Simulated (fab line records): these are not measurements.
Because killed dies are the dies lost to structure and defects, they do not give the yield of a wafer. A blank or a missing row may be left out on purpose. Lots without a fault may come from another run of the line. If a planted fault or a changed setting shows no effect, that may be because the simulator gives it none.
The tool behind it: which one? | flow gf180mcu | 42 wafers from 14 lots sampled at 4 of the route's 602 steps

WHAT THE GAUGES READ, wafer by wafer
GF_TOP_METAL_RS_MEAS_05: the measuring method here is four-point-probe.
lot  | measured     | on           | TOP_METAL_ALCU_RS (ohm/sq)
L185 | day 27 00:55 | filmMetro-03 | 0.0327 0.0327 0.0326
L187 | day 27 17:37 | filmMetro-03 | 0.0323 0.0322 0.0321
L188 | day 27 22:52 | filmMetro-03 | 0.0322 0.0323 0.0323
L189 | day 28 15:10 | filmMetro-01 | 0.0326 0.0327 0.0325
L190 | day 28 17:10 | filmMetro-03 | 0.0327 0.0325 0.0324
L191 | day 29 01:35 | filmMetro-01 | 0.0329 0.0327 0.0328
L192 | day 29 11:55 | filmMetro-02 | 0.0324 0.0328 0.0326
L193 | day 30 05:08 | filmMetro-02 | 0.0325 0.0322 0.0324
L195 | day 30 14:44 | filmMetro-03 | 0.0328 0.0328 0.0324
L196 | day 31 02:43 | filmMetro-03 | 0.0325 0.0327 0.0325
L198 | day 31 11:13 | filmMetro-03 | 0.0324 0.0324 0.0324
L199 | day 31 20:50 | filmMetro-01 | 0.0329 0.0330 0.0327
L204 | day 32 23:39 | filmMetro-03 | 0.0323 0.0320 0.0320
L206 | day 33 03:43 | filmMetro-03 | 0.0328 0.0329 0.0326

EACH LOT AND THE TOOL THAT RAN IT (in order: tool; ch and the chambers of the sampled wafers; start)
lot  | GF_SALICIDE_CLEAN_00           | GF_V5_ETCH_16                     | GF_TOP_METAL_SPUTTER_00
L185 | wetBench-03 ch 1, day 14 21:01 | rieDiel-02 ch 1,2, day 26 23:17   | pvdSputter-01, day 27 00:41
L187 | wetBench-03 ch 0, day 15 14:05 | rieDiel-02 ch 0,2,3, day 27 15:58 | pvdSputter-03, day 27 17:22
L188 | wetBench-03 ch 1, day 15 20:46 | rieDiel-02 ch 0,1,2, day 27 21:13 | pvdSputter-04, day 27 22:37
L189 | wetBench-02 ch 2, day 16 15:35 | rieDiel-03 ch 0,1,2, day 28 13:31 | pvdSputter-01, day 28 14:56
L190 | wetBench-04 ch 0, day 16 15:47 | rieDiel-03 ch 1,2,3, day 28 15:28 | pvdSputter-01, day 28 16:56
L191 | wetBench-03 ch 0, day 17 03:41 | rieDiel-02 ch 0,3, day 28 23:55   | pvdSputter-01, day 29 01:19
L192 | wetBench-03 ch 1, day 17 15:36 | rieDiel-02 ch 0,1,3, day 29 10:19 | pvdSputter-04, day 29 11:42
L193 | wetBench-02 ch 3, day 18 13:17 | rieDiel-02 ch 0,3, day 30 03:28   | pvdSputter-03, day 30 04:53
L195 | wetBench-03 ch 0, day 19 02:05 | rieDiel-04 ch 1,2,3, day 30 13:04 | pvdSputter-01, day 30 14:28
L196 | wetBench-02 ch 1, day 19 18:26 | rieDiel-04 ch 0,2, day 31 01:05   | pvdSputter-03, day 31 02:27
L198 | wetBench-03 ch 3, day 20 05:02 | rieDiel-03 ch 0,1,2, day 31 09:34 | pvdSputter-03, day 31 10:57
L199 | wetBench-03 ch 1, day 20 18:59 | rieDiel-04 ch 1,2, day 31 19:10   | pvdSputter-04, day 31 20:35
L204 | wetBench-03 ch 0, day 22 08:53 | rieDiel-02 ch 0,1,3, day 32 22:01 | pvdSputter-03, day 32 23:26
L206 | wetBench-02 ch 3, day 22 13:46 | rieDiel-03 ch 0,1,3, day 33 02:04 | pvdSputter-04, day 33 03:27
- GF_SALICIDE_CLEAN_00: cleans in SC1/SC2, time 150 s.
- GF_V5_ETCH_16: etches BARC in N2/H2.
- GF_TOP_METAL_SPUTTER_00: material Ti, target thk 37.5 nm, time 150 s.

AS READ BY THE TOOLS THEMSELVES (means over the sampled wafers that have a number; for cases with no such wafer, the mark the record gives instead)
GF_V5_ETCH_16.
lot  | tool       | drypumpMotorCurrentA (A) | oesProductAu (a.u.) | throttleValvePct (%)
L185 | rieDiel-02 | 5.5                      | 0.854               | 13.225
L187 | rieDiel-02 | 5.8                      | 0.853               | 13.230
L188 | rieDiel-02 | 5.7                      | 0.853               | 13.225
L189 | rieDiel-03 | 6.0                      | 0.857               | 13.226
L190 | rieDiel-03 | 5.6                      | 0.851               | 13.225
L191 | rieDiel-02 | 5.6                      | 0.858               | 13.229
L192 | rieDiel-02 | 5.5                      | 0.858               | 13.227
L193 | rieDiel-02 | 6.0                      | 0.852               | 13.217
L195 | rieDiel-04 | 6.1                      | 0.858               | 13.224
L196 | rieDiel-04 | 5.6                      | 0.852               | 13.211
L198 | rieDiel-03 | 6.0                      | 0.854               | 13.228
L199 | rieDiel-04 | 6.3                      | 0.856               | 13.215
L204 | rieDiel-02 | 5.5                      | 0.851               | 13.236
L206 | rieDiel-03 | 5.8                      | 0.852               | 13.215

GF_TOP_METAL_SPUTTER_00.
lot  | tool          | throttleValvePct (%)
L185 | pvdSputter-01 | 29.4
L187 | pvdSputter-03 | 30.2
L188 | pvdSputter-04 | 30.5
L189 | pvdSputter-01 | 29.0
L190 | pvdSputter-01 | 28.6
L191 | pvdSputter-01 | 28.0
L192 | pvdSputter-04 | 30.4
L193 | pvdSputter-03 | 29.7
L195 | pvdSputter-01 | 30.0
L196 | pvdSputter-03 | 30.0
L198 | pvdSputter-03 | 28.8
L199 | pvdSputter-04 | 29.2
L204 | pvdSputter-03 | 30.0
L206 | pvdSputter-04 | 31.4

THE ANSWER, worked out from the rows above alone
Rule: the lots themselves supply what counts as usual. The widest of any qualifying gaps counts: lots, ordered by their means at a reading, are off when they make up no more than a third of the lots, leave a main group of 4 or more, and stand apart from it by 3 or more times the standard deviation of that group's means. The tables above print the reading to a certain number of digits; a main group whose means all agree to those digits is not used. Also off: a lot with no number at a reading for which 4 or more lots have one. All remaining lots with rows at the step are treated as sound. After the gauges, taken in route order, come the tools' own readings; for these a lot's mean is taken, as printed above. At the first step where some lot is off, the reading lying furthest off is the one used; lots without a number count as furthest.
Across all readings shown, no lot is off: no conclusion can be drawn from this.

WHAT THE SIMULATOR HAD PUT IN
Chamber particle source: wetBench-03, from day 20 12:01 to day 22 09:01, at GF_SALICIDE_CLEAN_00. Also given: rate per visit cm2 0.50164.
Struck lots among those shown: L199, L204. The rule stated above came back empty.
